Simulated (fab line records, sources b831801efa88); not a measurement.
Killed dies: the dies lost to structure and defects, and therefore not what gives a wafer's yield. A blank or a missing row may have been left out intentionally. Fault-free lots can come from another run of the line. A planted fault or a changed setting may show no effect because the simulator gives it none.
fab line records	flow sky130
record lots=6	wafers=18	last_day=50
route steps=708 shown CONTACT@414 METAL1@434 PAD_OPEN@708
lots with no fault: from the same line, run without faults
start_h: hours from the record's opening day to when the first of the lot's shown wafers began	wait_h: hours since the lot's step before	" the same as in the row above	L1.1+2: one row covering several wafers at once	- no value, or no start given	* or withheld: withheld	< > ~ a bound
route shown NAME@n: NAME is a module with steps in the file, n the number in the route of the first one	usual: mean/standard deviation taken from wafers without a fault	same: alike in all rows	chamber/n: place in a boat	sites: per-site readings	_std_site: the values' standard deviation	_edge_site: mean of outer sites minus mean of inner sites	radius_mm: for every site, how far away it sits from the centre of the wafer	mask NAME#n: copy n	behind: the tool/chamber that last shaped the wafer	hold: the reason the lot was held/the length of the hold in hours/how it ended	device: transistor that didn't switch, given as n, p or np	end of line: the same wafers' tests at the end of the route	for a step that has no rows: nothing shown but its recipe	killed: the dies lost at the first sort to structure and to defects; this is not the yield of the wafer	map: per-die view of a wafer (x killed, . not killed, _ where there is no die)
set.NAME: the run value of the setting; set.NAME@STEP: its run value at that earlier step	model.NAME: the simulator's own value behind a step, which no gauge read
a table for each step, a row for each wafer; lots at some steps of the route
services: from which hour (start_h, from the record's first day; less than 0 if before it) a tool's chamber was out of use, for how many hours, and why
## steps
# step SKY_CONTACT_COAT_08
# recipe resist=BARC	temp_c=withheld	time_s=withheld	spin_rpm=3000	resist_thk_nm=60
# step SKY_CONTACT_COAT_09
# recipe resist=KrF-thick	spin_rpm=3000	resist_thk_nm=450
# step SKY_CONTACT_SOFTBAKE_10
# recipe temp_c=100	time_s=90	resist=KrF-thick
# step SKY_CONTACT_EXPOSE_11
# recipe mask_id=CTM1	na=0.8	source_shape=annular	sigma_inner=0.55	sigma_outer=0.85	target_cd_nm=170	dose_mj=38
# step SKY_CONTACT_PEB_12
# recipe peb_temp_c=withheld	peb_time_s=withheld	resist=KrF-thick
# step SKY_CONTACT_DEVELOP_13
# recipe develop_time_s=60	resist=KrF-thick	dev_temp_c=21
# step SKY_CONTACT_CD_MEAS_14
# recipe target_cd_nm=170
# usual cd_nm=170.3/1.6
lot.wafer	tool	chamber	start_h	wait_h	cd_nm
L164.1	cd_sem-02	-	778.61	-	172.1
L164.3	"	-	"	"	173.1
L164.5	"	-	"	"	171.7
L165.1	cd_sem-01	-	779.53	-	169.5
L165.5	"	-	"	"	168.2
L165.6	"	-	"	"	167.9
L171.2	cd_sem-01	-	825.88	-	168.8
L171.3	"	-	"	"	168.8
L171.6	"	-	"	"	169.0
L172.1	cd_sem-01	-	838.24	-	167.7
L172.2	"	-	"	"	167.1
L172.3	"	-	"	"	167.7
L179.3	cd_sem-02	-	885.50	-	167.9
L179.5	"	-	"	"	169.0
L179.6	"	-	"	"	170.4
L180.1	cd_sem-02	-	894.33	-	171.8
L180.2	"	-	"	"	172.1
L180.4	"	-	"	"	170.4
# step SKY_CONTACT_OVL_MEAS_15
# usual CONTACT_OVL=-2/4.7
lot.wafer	tool	chamber	start_h	wait_h	CONTACT_OVL[nm]
L164.1	overlay-01	-	778.73	0.1	-1
L164.3	"	-	"	"	3
L164.5	"	-	"	"	1
L165.1	overlay-02	-	779.65	0.1	-9
L165.5	"	-	"	"	-11
L165.6	"	-	"	"	-3
L171.2	overlay-02	-	825.98	0.1	-4
L171.3	"	-	"	"	-3
L171.6	"	-	"	"	-3
L172.1	overlay-02	-	838.36	0.1	-1
L172.2	"	-	"	"	-4
L172.3	"	-	"	"	-10
L179.3	overlay-01	-	885.59	0.1	6
L179.5	"	-	"	"	5
L179.6	"	-	"	"	-1
L180.1	overlay-02	-	894.45	0.1	6
L180.2	"	-	"	"	7
L180.4	"	-	"	"	4
# step SKY_CONTACT_ETCH_16
# recipe chemistry=N2/H2	target=BARC	ion_energy_ev=200	source_w=500	bias_w=100	pressure_mtorr=30	n2_flow_sccm=100	h2_flow_sccm=200	stop_on=SiO2	time_s=45.9	target_depth_a=600
# usual drypump_motor_current_A=5.6/0.34	oes_product_au=0.855/0.0049	throttle_valve_pct=13.225/0.0085
lot.wafer	tool	chamber	start_h	wait_h	drypump_motor_current_A	oes_product_au	rf_hours_counter_h	throttle_valve_pct
L164.1	rie_diel-01	1	778.76	0.0	5.1	0.856	22	13.222
L164.3	"	2	"	"	5.8	0.849	7	13.222
L164.5	"	1	"	"	5.0	0.852	-	13.226
L165.1	rie_diel-02	0	779.68	0.0	5.7	0.855	3	13.217
L165.5	"	1	"	"	5.0	0.854	-	13.230
L165.6	"	0	"	"	5.8	0.861	-	13.238
L171.2	rie_diel-01	3	826.01	0.0	6.1	0.850	9	13.220
L171.3	"	0	"	"	6.0	0.861	11	13.222
L171.6	"	1	"	"	5.0	0.853	-	13.229
L172.1	rie_diel-03	2	838.39	0.0	5.4	0.853	18	13.236
L172.2	"	1	"	"	5.6	0.859	22	13.227
L172.3	"	0	"	"	5.8	0.855	25	13.220
L179.3	rie_diel-03	2	885.61	0.0	5.4	0.858	20	13.226
L179.5	"	1	"	"	5.6	0.858	-	13.223
L179.6	"	0	"	"	5.8	0.858	-	13.225
L180.1	rie_diel-02	3	894.48	0.0	5.6	0.862	15	13.238
L180.2	"	1	"	"	5.0	0.857	13	13.220
L180.4	"	1	"	"	5.0	0.863	-	13.222
# step SKY_CONTACT_ETCH_17
# recipe target=SiO2	chemistry=C4F8/O2/Ar	stop_on=Si3N4	mask_material=KrF-thick	source_w=1500	bias_w=1200	pressure_mtorr=40	c4f8_flow_sccm=withheld	O2_flow_sccm=6	Ar_flow_sccm=300	time_s=withheld	target_depth_a=3400
# step SKY_CONTACT_ETCH_18
# recipe target=Si3N4	chemistry=CHF3/O2	stop_on=TiN	source_w=600	bias_w=200	pressure_mtorr=40	chf3_flow_sccm=50	O2_flow_sccm=5	time_s=39	target_depth_a=750
# step SKY_CONTACT_STRIP_19
# recipe chemistry=O2/N2	power_w=1400	pressure_mtorr=1500	platen_temp_c=withheld	o2_flow_sccm=3000	n2_flow_sccm=300	overash_fraction=0.5
# step SKY_CONTACT_STRIP_20
# recipe chemistry=post_etch_residue_remover	time_s=1200	temp_c=72.5
lot.wafer	tool	chamber	start_h	wait_h
L164.1+3+5	wet_bench-04	0	778.99	0.1
L165.1+5+6	wet_bench-03	2	779.91	0.1
L171.2+3+6	wet_bench-03	2	826.24	0.1
L172.1+2+3	wet_bench-02	3	838.63	0.1
L179.3+5+6	wet_bench-03	3	885.84	0.0
L180.1+2+4	wet_bench-03	3	894.72	0.1
# step SKY_CONTACT_CLEAN_21
# recipe chemistry=IPA	time_s=180	temp_c=25
# step SKY_CONTACT_CLEAN_22
# recipe chemistry=O3/DIW	dry=n2_spin
# step SKY_CONTACT_SPUTTER_23
# recipe material=TiN	target_thk_nm=20	chamber_pressure_pa=5	power_w=4000	time_s=80
# usual throttle_valve_pct=30.1/0.98
lot.wafer	tool	chamber	start_h	wait_h	throttle_valve_pct
L164.1	pvd_sputter-03	-	779.49	0.0	30.7
L164.3	"	-	"	"	28.7
L164.5	"	-	"	"	28.7
L165.1	pvd_sputter-04	-	780.41	0.0	28.4
L165.5	"	-	"	"	28.7
L165.6	"	-	"	"	32.2
L171.2	pvd_sputter-01	-	826.74	0.0	29.8
L171.3	"	-	"	"	31.0
L171.6	"	-	"	"	30.2
L172.1	pvd_sputter-04	-	839.12	0.0	30.6
L172.2	"	-	"	"	28.5
L172.3	"	-	"	"	31.2
L179.3	pvd_sputter-01	-	886.37	0.0	30.0
L179.5	"	-	"	"	30.0
L179.6	"	-	"	"	30.1
L180.1	pvd_sputter-04	-	895.24	0.0	30.0
L180.2	"	-	"	"	31.3
L180.4	"	-	"	"	28.5
# step SKY_CONTACT_CVD_24
# recipe material=W	target_thk_nm=340	time_s=102.12	temp_c=400	pressure_torr=40
# step SKY_CONTACT_RS_MEAS_25
# recipe thk_meas_gauge=four-point-probe	reads=W_of_CONTACT_CVD_24+TiN_of_CONTACT_SPUTTER_23
# usual CONTACT_W_RS=0.337/0.0059
lot.wafer	tool	chamber	start_h	wait_h	CONTACT_W_RS[ohm/sq]
L164.1	film_metro-04	-	779.66	0.1	0.326
L164.3	"	-	"	"	0.344
L164.5	"	-	"	"	0.326
L165.1	film_metro-01	-	780.58	0.1	0.328
L165.5	"	-	"	"	0.347
L165.6	"	-	"	"	0.329
L171.2	film_metro-01	-	826.93	0.1	0.345
L171.3	"	-	"	"	0.344
L171.6	"	-	"	"	0.332
L172.1	film_metro-04	-	839.29	0.1	0.332
L172.2	"	-	"	"	0.343
L172.3	"	-	"	"	0.332
L179.3	film_metro-03	-	886.58	0.1	0.343
L179.5	"	-	"	"	0.344
L179.6	"	-	"	"	0.338
L180.1	film_metro-04	-	895.41	0.1	0.344
L180.2	"	-	"	"	0.331
L180.4	"	-	"	"	0.330
# step SKY_CONTACT_THK_MEAS_26
# recipe thk_meas_gauge=xrf	reads=W_of_CONTACT_CVD_24
# usual CONTACT_W_THK=335/6.3
lot.wafer	tool	chamber	start_h	wait_h	CONTACT_W_THK[nm]
L164.1	film_metro-04	-	779.78	0.1	348
L164.3	"	-	"	"	330
L164.5	"	-	"	"	345
L165.1	film_metro-01	-	780.70	0.1	345
L165.5	"	-	"	"	328
L165.6	"	-	"	"	344
L171.2	film_metro-01	-	827.04	0.1	326
L171.3	"	-	"	"	325
L171.6	"	-	"	"	338
L172.1	film_metro-04	-	839.41	0.1	339
L172.2	"	-	"	"	329
L172.3	"	-	"	"	340
L179.3	film_metro-03	-	886.68	0.1	323
L179.5	"	-	"	"	326
L179.6	"	-	"	"	330
L180.1	film_metro-04	-	895.53	0.1	331
L180.2	"	-	"	"	342
L180.4	"	-	"	"	345
# step SKY_CONTACT_CMP_27
# recipe stop_on=SiO2	t_overpolish_s=15	down_force_psi=3.5	platen_rpm=60	target_thk_nm=0	pad_velocity_m_s=0.94248
# usual motor_current_A=10.9/1	overpolish_run_s=15.000/0.0095	time_to_endpoint_s=84/3.7
# same t_overpolish_s=15
lot.wafer	tool	chamber	start_h	wait_h	motor_current_A	overpolish_run_s	time_to_endpoint_s
L164.1	cmp-02	3	779.84	0.1	10.5	15.010	88
L164.3	"	1	"	"	12.4	14.988	84
L164.5	"	0	"	"	11.7	14.998	90
L165.1	cmp-02	0	780.81	0.1	11.1	15.003	91
L165.6	"	3	"	"	10.2	15.004	91
L165.5	"	0	"	"	12.1	15.008	87
L171.2	cmp-02	2	827.14	0.1	11.1	15.020	75
L171.3	"	0	"	"	11.8	14.994	82
L171.6	"	1	"	"	12.3	14.998	83
L172.2	cmp-01	2	839.47	0.0	10.1	14.990	81
L172.3	"	3	"	"	9.8	14.992	84
L172.1	"	1	"	"	12.6	14.998	83
L179.3	cmp-01	3	886.87	0.2	10.2	15.007	87
L179.6	"	0	"	"	10.0	15.004	88
L179.5	"	1	"	"	11.8	15.018	85
L180.4	cmp-01	0	895.59	0.0	9.9	15.013	93
L180.2	"	2	"	"	10.0	15.003	88
L180.1	"	3	"	"	10.1	15.003	87
# step SKY_METAL1_SPUTTER_00
# recipe material=Ti	target_thk_nm=15	power_w=3000	time_s=10	chamber_pressure_pa=0.4
# step SKY_METAL1_SPUTTER_01
# recipe material=TiN	target_thk_nm=20	power_w=6500	time_s=16.7	chamber_pressure_pa=0.4
# step SKY_METAL1_SPUTTER_02
# recipe material=AlCu	target_thk_nm=250	power_w=10600	time_s=13.3	chamber_pressure_pa=0.4
# step SKY_METAL1_SPUTTER_03
# recipe material=Ti	target_thk_nm=5	power_w=3000	time_s=3.3	chamber_pressure_pa=0.4
# usual throttle_valve_pct=30.1/1.1
lot.wafer	tool	chamber	start_h	wait_h	throttle_valve_pct
L164.1	pvd_sputter-02	-	780.21	0.0	29.2
L164.3	"	-	"	"	31.5
L164.5	"	-	"	"	31.0
L165.1	pvd_sputter-01	-	781.13	0.0	31.2
L165.5	"	-	"	"	29.8
L165.6	"	-	"	"	31.1
L171.2	pvd_sputter-02	-	827.47	0.0	28.7
L171.3	"	-	"	"	29.3
L171.6	"	-	"	"	29.4
L172.1	pvd_sputter-02	-	839.84	0.0	29.7
L172.2	"	-	"	"	31.3
L172.3	"	-	"	"	28.6
L179.3	pvd_sputter-04	-	887.10	0.0	28.3
L179.5	"	-	"	"	30.5
L179.6	"	-	"	"	31.4
L180.1	pvd_sputter-01	-	895.97	0.0	30.3
L180.2	"	-	"	"	29.6
L180.4	"	-	"	"	31.1
# step SKY_METAL1_SPUTTER_04
# recipe material=TiN	target_thk_nm=70	power_w=6500	time_s=58.3	chamber_pressure_pa=0.4
# step SKY_METAL1_RS_MEAS_05
# recipe thk_meas_gauge=four-point-probe	reads=TiN_of_METAL1_SPUTTER_04+Ti_of_METAL1_SPUTTER_03+AlCu_of_METAL1_SPUTTER_02+TiN_of_METAL1_SPUTTER_01+Ti_of_METAL1_SPUTTER_00
# usual METAL1_ALCU_RS=0.1264/0.001
lot.wafer	tool	chamber	start_h	wait_h	METAL1_ALCU_RS[ohm/sq]
L164.1	film_metro-02	-	780.28	0.0	0.1251
L164.3	"	-	"	"	0.1247
L164.5	"	-	"	"	0.1248
L165.1	film_metro-02	-	781.20	0.0	0.1282
L165.5	"	-	"	"	0.1267
L165.6	"	-	"	"	0.1276
L171.2	film_metro-03	-	827.55	0.0	0.1249
L171.3	"	-	"	"	0.1257
L171.6	"	-	"	"	0.1272
L172.1	film_metro-01	-	839.91	0.0	0.1263
L172.2	"	-	"	"	0.1256
L172.3	"	-	"	"	0.1257
L179.3	film_metro-02	-	887.20	0.1	0.1260
L179.5	"	-	"	"	0.1260
L179.6	"	-	"	"	0.1260
L180.1	film_metro-01	-	896.03	0.0	0.1248
L180.2	"	-	"	"	0.1259
L180.4	"	-	"	"	0.1266
# step SKY_METAL1_THK_MEAS_06
# recipe thk_meas_gauge=xrf	reads=AlCu_of_METAL1_SPUTTER_02
# usual METAL1_ALCU_THK=250.3/2.1
lot.wafer	tool	chamber	start_h	wait_h	METAL1_ALCU_THK[nm]
L164.1	film_metro-02	-	780.40	0.1	251.7
L164.3	"	-	"	"	252.2
L164.5	"	-	"	"	252.7
L165.1	film_metro-02	-	781.32	0.1	249.5
L165.5	"	-	"	"	248.0
L165.6	"	-	"	"	249.2
L171.2	film_metro-03	-	827.66	0.1	250.5
L171.3	"	-	"	"	249.6
L171.6	"	-	"	"	247.1
L172.1	film_metro-01	-	840.03	0.1	250.0
L172.2	"	-	"	"	251.3
L172.3	"	-	"	"	250.1
L179.3	film_metro-02	-	887.30	0.1	251.9
L179.5	"	-	"	"	250.6
L179.6	"	-	"	"	249.9
L180.1	film_metro-01	-	896.15	0.1	252.7
L180.2	"	-	"	"	251.6
L180.4	"	-	"	"	249.6
# step SKY_METAL1_DEHYDRATE_07
# recipe temp_c=200	time_s=60
# step SKY_METAL1_HMDS_08
# recipe prime_time_s=60	prime_temp_c=120
# step SKY_METAL1_COAT_09
# recipe resist=BARC	temp_c=withheld	time_s=withheld	spin_rpm=3000	resist_thk_nm=60
# step SKY_METAL1_COAT_10
# recipe resist=KrF-thick	spin_rpm=3000	resist_thk_nm=450
# step SKY_METAL1_SOFTBAKE_11
# recipe temp_c=100	time_s=90	resist=KrF-thick
# step SKY_METAL1_EXPOSE_12
# recipe mask_id=MM1	na=0.8	source_shape=annular	sigma_inner=0.55	sigma_outer=0.85	target_cd_nm=140	dose_mj=28
# step SKY_METAL1_PEB_13
# recipe peb_temp_c=withheld	peb_time_s=withheld	resist=KrF-thick
# step SKY_METAL1_DEVELOP_14
# recipe develop_time_s=60	resist=KrF-thick	dev_temp_c=21
# step SKY_METAL1_CD_MEAS_15
# recipe target_cd_nm=140
# usual cd_nm=139.6/1.4
lot.wafer	tool	chamber	start_h	wait_h	cd_nm
L164.1	cd_sem-02	-	806.86	-	140.6
L164.3	"	-	"	"	139.2
L164.5	"	-	"	"	141.0
L165.1	cd_sem-02	-	808.16	-	140.8
L165.5	"	-	"	"	139.8
L165.6	"	-	"	"	141.2
L171.2	cd_sem-01	-	853.65	-	136.8
L171.3	"	-	"	"	137.0
L171.6	"	-	"	"	137.1
L172.1	cd_sem-02	-	866.03	-	139.0
L172.2	"	-	"	"	140.4
L172.3	"	-	"	"	139.6
L179.3	cd_sem-02	-	911.62	-	138.6
L179.5	"	-	"	"	138.2
L179.6	"	-	"	"	140.1
L180.1	cd_sem-01	-	920.01	-	140.7
L180.2	"	-	"	"	140.0
L180.4	"	-	"	"	139.2
# step SKY_METAL1_OVL_MEAS_16
# usual METAL1_OVL=0/6.3
lot.wafer	tool	chamber	start_h	wait_h	METAL1_OVL[nm]
L164.1	overlay-02	-	806.98	0.1	-4
L164.3	"	-	"	"	1
L164.5	"	-	"	"	3
L165.1	overlay-02	-	808.28	0.1	3
L165.5	"	-	"	"	9
L165.6	"	-	"	"	6
L171.2	overlay-01	-	853.75	0.1	4
L171.3	"	-	"	"	2
L171.6	"	-	"	"	9
L172.1	overlay-02	-	866.15	0.1	4
L172.2	"	-	"	"	3
L172.3	"	-	"	"	2
L179.3	overlay-01	-	911.71	0.1	-9
L179.5	"	-	"	"	-6
L179.6	"	-	"	"	-3
L180.1	overlay-01	-	920.13	0.1	1
L180.2	"	-	"	"	2
L180.4	"	-	"	"	6
# step SKY_METAL1_DESCUM_17
# recipe chemistry=O2	source_power_w=150	bias_power_w=0	pressure_mtorr=10	temp_c=40	time_s=8
# step SKY_METAL1_ETCH_18
# recipe chemistry=N2/H2	target=BARC	ion_energy_ev=200	bias_w=100	pressure_mtorr=30	n2_flow_sccm=100	h2_flow_sccm=200	icp_w=500	stop_on=SiO2	time_s=45.9	target_depth_a=600
# step SKY_METAL1_METAL_ETCH_19
# recipe target_depth_a=3600	stop_on=SiO2	over_etch_frac=0.3	time_s=78	chemistry=Cl2/BCl3	resist_sidewall_deg=88	pressure_mtorr=10	icp_w=900	bias_w=48.5	Cl2_flow_sccm=60	bcl3_flow_sccm=30
# usual drypump_motor_current_A=5.8/0.53	oes_product_au=0.855/0.0055	throttle_valve_pct=22.264/0.0091
lot.wafer	tool	chamber	start_h	wait_h	drypump_motor_current_A	oes_product_au	rf_hours_counter_h	throttle_valve_pct
L164.1	rie_metal-03	1	807.11	0.0	6.1	0.851	11	22.261
L164.3	"	1	"	"	6.1	0.863	-	22.284
L164.5	"	1	"	"	6.2	0.852	-	22.249
L165.1	rie_metal-03	1	808.41	0.0	6.2	0.854	11	22.271
L165.5	"	0	"	"	6.1	0.854	-	22.267
L165.6	"	1	"	"	6.2	0.850	-	22.272
L171.2	rie_metal-01	1	853.88	0.0	6.3	0.864	6	22.273
L171.3	"	1	"	"	6.2	0.854	-	22.258
L171.6	"	0	"	"	6.4	0.851	-	22.273
L172.1	rie_metal-01	1	866.28	0.0	6.2	0.862	7	22.264
L172.2	"	0	"	"	6.3	0.859	11	22.269
L172.3	"	0	"	"	6.4	0.861	-	22.270
L179.3	rie_metal-04	0	911.86	0.1	4.9	0.852	-	22.265
L179.5	"	1	"	"	5.4	0.849	-	22.265
L179.6	"	0	"	"	4.9	0.859	-	22.263
L180.1	rie_metal-01	0	920.26	0.0	6.4	0.862	13	22.264
L180.2	"	1	"	"	6.2	0.857	9	22.267
L180.4	"	1	"	"	6.2	0.846	-	22.265
# step SKY_METAL1_STRIP_20
# recipe chemistry=O2/N2	power_w=1400	pressure_mtorr=1500	platen_temp_c=withheld	o2_flow_sccm=3000	n2_flow_sccm=300	overash_fraction=0.5
# step SKY_METAL1_STRIP_21
# recipe chemistry=post_etch_residue_remover	time_s=1200	temp_c=72.5
# step SKY_PAD_OPEN_PROBE_99
# usual killed_at_M0_to_M3=43/7.2	killed_at_M4_up=3.3/1.8	killed_at_contacts=23/5.5	killed_at_front_end=16/5.1	killed_at_other=0.4/0.65	killed_dies=85/10	killed_open=46/7.1	killed_short=38/7.2
# same gross_dies=492	killed_at_back_side=0
lot.wafer	tool	chamber	start_h	wait_h	hold	killed_at_M0_to_M3	killed_at_M4_up	killed_at_contacts	killed_at_front_end	killed_at_other	killed_dies	killed_open	killed_short
L164.1	prober-01	-	1107.75	0.1	-	48	6	24	10	0	88	55	33
L164.3	prober-01	-	1107.85	0.2	-	38	5	26	27	0	96	45	50
L164.5	prober-01	-	1107.95	0.2	-	50	1	32	22	3	108	65	41
L165.1	prober-01	-	1109.72	0.1	-	53	2	18	23	1	97	50	47
L165.5	prober-01	-	1109.92	0.2	-	41	3	33	16	1	94	46	47
L165.6	prober-01	-	1109.97	0.2	-	32	4	23	17	0	76	41	33
L171.2	prober-02	-	1142.86	0.1	-	51	7	20	13	2	93	45	48
L171.3	prober-02	-	1142.91	0.2	-	37	4	20	9	1	71	37	34
L171.6	prober-02	-	1143.06	0.2	-	33	4	23	20	0	80	42	38
L172.1	prober-01	-	1150.37	0.1	-	39	3	19	24	0	85	48	37
L172.2	prober-01	-	1150.42	0.1	-	36	5	21	12	0	74	43	30
L172.3	prober-01	-	1150.47	0.2	-	46	1	23	23	0	93	55	38
L179.3	prober-02	-	1183.15	0.2	await_dispo/14.5h/release	47	3	75	12	0	137	45	38
L179.5	prober-02	-	1183.25	0.2	await_dispo/14.5h/release	36	5	62	12	0	115	37	36
L179.6	prober-02	-	1183.30	0.2	await_dispo/14.5h/release	35	2	66	9	0	112	35	24
L180.1	prober-02	-	1189.35	0.1	await_dispo/2.9h/release	42	7	74	8	1	132	39	41
L180.2	prober-02	-	1189.40	0.1	await_dispo/2.9h/release	46	2	63	16	0	127	54	30
L180.4	prober-02	-	1189.50	0.2	await_dispo/2.9h/release	30	2	73	17	0	122	43	25
# killed by level:class
L164.1 VIA1:geometric_particle:open=17 VIA3:geometric_particle:open=11 CONTACT:geometric_particle:open=11 CONTACT:geometric_particle:short=6 METAL2:geometric_particle:short=6 VIA1:geometric_particle:short=5 LI_CONTACT:geometric_particle:open=4 METAL4:geometric_particle:short=4
L164.3 CONTACT:geometric_particle:open=12 FIELD_ISO:geometric_particle:short=9 VIA1:geometric_particle:open=9 POLY_GATE:geometric_particle:short=6 VIA2:geometric_particle:open=6 LI_CONTACT:geometric_particle:open=5 METAL2:geometric_particle:short=5 VIA2:geometric_particle:short=5
L164.5 VIA1:geometric_particle:open=14 VIA2:geometric_particle:open=13 CONTACT:geometric_particle:open=12 POLY_GATE:geometric_particle:open=8 VIA1:geometric_particle:short=8 CONTACT:geometric_particle:short=7 LI_CONTACT:geometric_particle:open=6 LOCAL_INTERCONNECT:geometric_particle:short=5
L165.1 METAL2:geometric_particle:short=8 VIA1:geometric_particle:open=7 METAL1:geometric_particle:short=6 VIA2:geometric_particle:open=6 VIA3:geometric_particle:open=6 CONTACT:geometric_particle:open=5 FIELD_ISO:geometric_particle:short=5 POLY_GATE:geometric_particle:open=5
L165.5 CONTACT:geometric_particle:open=16 VIA2:geometric_particle:open=9 FIELD_ISO:geometric_particle:short=7 LI_CONTACT:geometric_particle:open=6 CONTACT:geometric_particle:short=6 VIA1:geometric_particle:short=6 VIA1:geometric_particle:open=6 VIA2:geometric_particle:short=6
L165.6 LI_CONTACT:geometric_particle:open=9 CONTACT:geometric_particle:open=8 METAL2:geometric_particle:short=7 VIA1:geometric_particle:open=6 FIELD_ISO:geometric_particle:short=4 CONTACT:geometric_particle:short=4 VIA2:geometric_particle:open=4 POLY_GATE:geometric_particle:open=3
L171.2 VIA1:geometric_particle:open=11 METAL1:geometric_particle:short=7 VIA3:geometric_particle:open=7 METAL4:geometric_particle:short=6 LI_CONTACT:geometric_particle:open=6 FIELD_ISO:geometric_particle:open=5 VIA1:geometric_particle:short=5 METAL2:geometric_particle:short=5
L171.3 VIA1:geometric_particle:open=9 CONTACT:geometric_particle:open=6 LI_CONTACT:geometric_particle:open=5 CONTACT:geometric_particle:short=5 METAL2:geometric_particle:short=5 VIA2:geometric_particle:open=5 LOCAL_INTERCONNECT:geometric_particle:short=4 METAL1:geometric_particle:short=4
L171.6 CONTACT:geometric_particle:open=10 VIA1:geometric_particle:open=8 FIELD_ISO:geometric_particle:open=7 METAL1:geometric_particle:short=7 LI_CONTACT:geometric_particle:open=6 POLY_GATE:geometric_particle:short=5 VIA3:geometric_particle:short=5 METAL4:geometric_particle:short=4
L172.1 FIELD_ISO:geometric_particle:open=10 FIELD_ISO:geometric_particle:short=9 VIA1:geometric_particle:open=6 CONTACT:geometric_particle:open=6 VIA2:geometric_particle:open=6 METAL1:geometric_particle:short=5 VIA3:geometric_particle:open=5 LI_CONTACT:geometric_particle:open=4
L172.2 CONTACT:geometric_particle:open=11 VIA1:geometric_particle:open=11 METAL1:geometric_particle:short=5 METAL3:geometric_particle:short=4 FIELD_ISO:geometric_particle:short=3 FIELD_ISO:geometric_particle:open=3 LOCAL_INTERCONNECT:geometric_particle:open=3 CONTACT:geometric_particle:short=3
L172.3 VIA2:geometric_particle:open=12 LI_CONTACT:geometric_particle:open=9 FIELD_ISO:geometric_particle:short=7 VIA1:geometric_particle:open=7 FIELD_ISO:geometric_particle:open=5 LOCAL_INTERCONNECT:geometric_particle:short=5 CONTACT:geometric_particle:open=5 METAL2:geometric_particle:short=5
L179.3 CONTACT:unspecified=54 VIA1:geometric_particle:open=18 METAL1:geometric_particle:short=9 CONTACT:geometric_particle:short=9 VIA3:geometric_particle:open=7 CONTACT:geometric_particle:open=5 FIELD_ISO:geometric_particle:short=4 POLY_GATE:geometric_particle:open=4
L179.5 CONTACT:unspecified=42 VIA1:geometric_particle:open=9 CONTACT:geometric_particle:open=6 METAL1:geometric_particle:short=6 VIA2:geometric_particle:open=6 POLY_GATE:geometric_particle:short=5 LI_CONTACT:geometric_particle:open=5 CONTACT:geometric_particle:short=5
L179.6 CONTACT:unspecified=53 VIA1:geometric_particle:open=10 VIA2:geometric_particle:open=7 CONTACT:geometric_particle:open=5 VIA3:geometric_particle:open=5 POLY_GATE:geometric_particle:short=4 METAL1:geometric_particle:short=4 VIA1:geometric_particle:short=4
L180.1 CONTACT:unspecified=52 CONTACT:geometric_particle:open=10 METAL1:geometric_particle:short=9 VIA1:geometric_particle:open=8 VIA3:geometric_particle:open=6 LOCAL_INTERCONNECT:geometric_particle:short=5 METAL2:geometric_particle:short=5 POLY_GATE:geometric_particle:short=4
L180.2 CONTACT:unspecified=42 VIA1:geometric_particle:open=16 CONTACT:geometric_particle:open=8 VIA2:geometric_particle:open=7 VIA3:geometric_particle:open=6 POLY_GATE:geometric_particle:open=5 LI_CONTACT:geometric_particle:open=5 LOCAL_INTERCONNECT:geometric_particle:short=4
L180.4 CONTACT:unspecified=52 VIA1:geometric_particle:open=13 CONTACT:geometric_particle:open=7 LI_CONTACT:geometric_particle:open=6 LOCAL_INTERCONNECT:geometric_particle:short=5 FIELD_ISO:geometric_particle:open=4 VIA2:geometric_particle:open=4 SPACER:geometric_particle:open=3
# map L179.3 (x killed, . not)
__________....xx.x.x_________
________.x....xx....x._______
______x..x...x...x.....x_____
_____.....x.............x____
____x...x.x.....xx...x....___
___.....x.....xx.x........x__
__...x..xxx......x.xx..x...._
_..x..x..............xx.x....
_.x....x......x..x...........
_.......x..xx...x.....x..xx.x
_.x...............x........xx
_..x...x.............x...xx..
_xxx......x..x...........x...
_....x....xx...x.........x..x
_......xxxx.xx..xxx......x...
__.......xxxxxx.........xx.._
___...x.xxxxxxxx.........x.__
____.xxxxxxxxxxxx.........___
_____x.x.xxxxxxx...x.....____
______..xxxxxxxx....x..._____
________.xxxxxx......._______
__________.........._________
# map L180.1 (x killed, . not)
__________x........._________
________..x......x...._______
______............x...x._____
_____...x.......x...x....____
____..............x.....x.___
___xx.....x............x..x__
__x.......x..x.............._
_..xx...x..x.....x...x.x.....
_xx....x..x...xx..x..x..x...x
_.......x.x...x......x..x.x..
_.x...x....x..x.x....x.......
_.........xx.......x..x......
_.............x......x...x...
_.x....x......x.x..x..x.x....
_.....x.xxxxxxx..............
__.....xxxxxxxxx.....xx..x.._
___...xxxxxxxxxxx.....x....__
____x.xxxxxxxx.xx...x.....___
_____.xxxxxxxxx....x...x.____
______..xxxxxxxx........_____
________....xxxxx....._______
__________xx......x._________
## services
tool	chamber	start_h	hours	kind
cmp-01	-	765.48	1.9	repair
rie_metal-03	1	778.97	1.2	repair
cmp-01	-	799.31	5.4	pm
rie_diel-02	-	799.46	1.2	repair
pvd_sputter-02	-	802.27	2.4	repair
rie_metal-04	-	832.26	0.5	repair
rie_diel-01	1	832.77	18.1	repair
rie_diel-01	-	837.55	4.0	pm
rie_diel-02	2	838.16	132.0	repair
rie_diel-01	-	842.88	15.6	pm
pvd_sputter-01	-	844.08	1.8	repair
wet_bench-03	-	846.15	1.4	repair
pvd_sputter-04	-	849.94	0.6	repair
rie_diel-02	0	858.69	7.3	repair
rie_metal-03	0	871.79	5.1	repair
rie_diel-03	1	874.19	2.0	repair
pvd_sputter-02	-	874.80	1.0	repair
rie_diel-01	0	888.72	12.8	repair
rie_diel-01	3	903.81	2.4	repair
cmp-01	-	907.10	2.2	repair
cmp-02	-	912.00	4.0	pm
rie_diel-01	1	912.42	3.0	repair
rie_metal-03	-	913.56	28.1	pm
rie_diel-01	1	916.68	2.7	repair
## key
first_sign step=SKY_PAD_OPEN_PROBE_99	reading=killed_at_contacts	direction=up	sigmas=8.3	usual=23	struck=69
effect step=SKY_PAD_OPEN_PROBE_99	reading=killed_dies	direction=up	sigmas=3.8	usual=85	struck=124
met_at SKY_CONTACT_STRIP_20
struck_wafers L179.3,L179.5,L179.6,L180.1,L180.2,L180.4
tester_left_out L179,L180
also_fits time
fault kind=chamber_particle_source	tool=wet_bench-03	chamber=3	onset_h=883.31	steps=SKY_CONTACT_STRIP_20	rate_per_visit_cm2=0.58032	end_h=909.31
# tester_left_out: of these lots the tester's yield and bins aren't shown, on N5 and GAA mostly nor the transistor test; their killed dies are dies lost to structure and defects alone, not to doping, threshold or leakage, so they don't give the yield
